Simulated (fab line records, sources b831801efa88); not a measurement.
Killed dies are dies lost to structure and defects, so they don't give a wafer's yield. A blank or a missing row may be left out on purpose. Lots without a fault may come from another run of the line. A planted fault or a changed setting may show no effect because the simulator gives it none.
Which tool did it? | flow sky130 | 7 lots, 21 wafers sampled, at 1 step of a route of 708

WHAT THE GAUGES READ, wafer by wafer
SKY_CAPM_RS_MEAS_03: measures by four-point-probe.
lot  | measured     | on            | CAPM_TIN_RS (ohm/sq)
L574 | day 37 00:52 | film_metro-01 | 7.09 7.01 6.99
L577 | day 38 01:59 | film_metro-04 | 6.81 6.75 6.71
L583 | day 40 05:15 | film_metro-04 | 6.95 6.98 6.89
L589 | day 42 03:56 | film_metro-03 | 6.86 6.95 6.79
L590 | day 42 06:03 | film_metro-03 | 6.94 6.91 6.91
L592 | day 42 11:54 | film_metro-03 | 6.80 6.77 6.74
L595 | day 43 09:14 | film_metro-01 | 6.85 6.76 6.94

WHICH TOOL RAN EACH LOT (tool, then ch and the chambers of the sampled wafers, then the start)
The record holds no process step before these readings.

THE ANSWER, worked out from the rows above alone
Rule: what is usual is taken from the lots themselves. Put in order of their means at a reading, lots are off if they are a third of the lots or fewer, leave a main group of 4 or more, and stand apart from it by a gap of 3 or more times the standard deviation of the main group's means; of several such gaps the widest counts. A main group whose means are all the same, to the digits that the tables above print for the reading, isn't used. A lot without any number at a reading at which 4 lots or more have one is off too. The other lots that the step has rows for count as sound.
No lot is off at any reading shown: from this, nothing can be told.

WHAT THE SIMULATOR HAD PUT IN
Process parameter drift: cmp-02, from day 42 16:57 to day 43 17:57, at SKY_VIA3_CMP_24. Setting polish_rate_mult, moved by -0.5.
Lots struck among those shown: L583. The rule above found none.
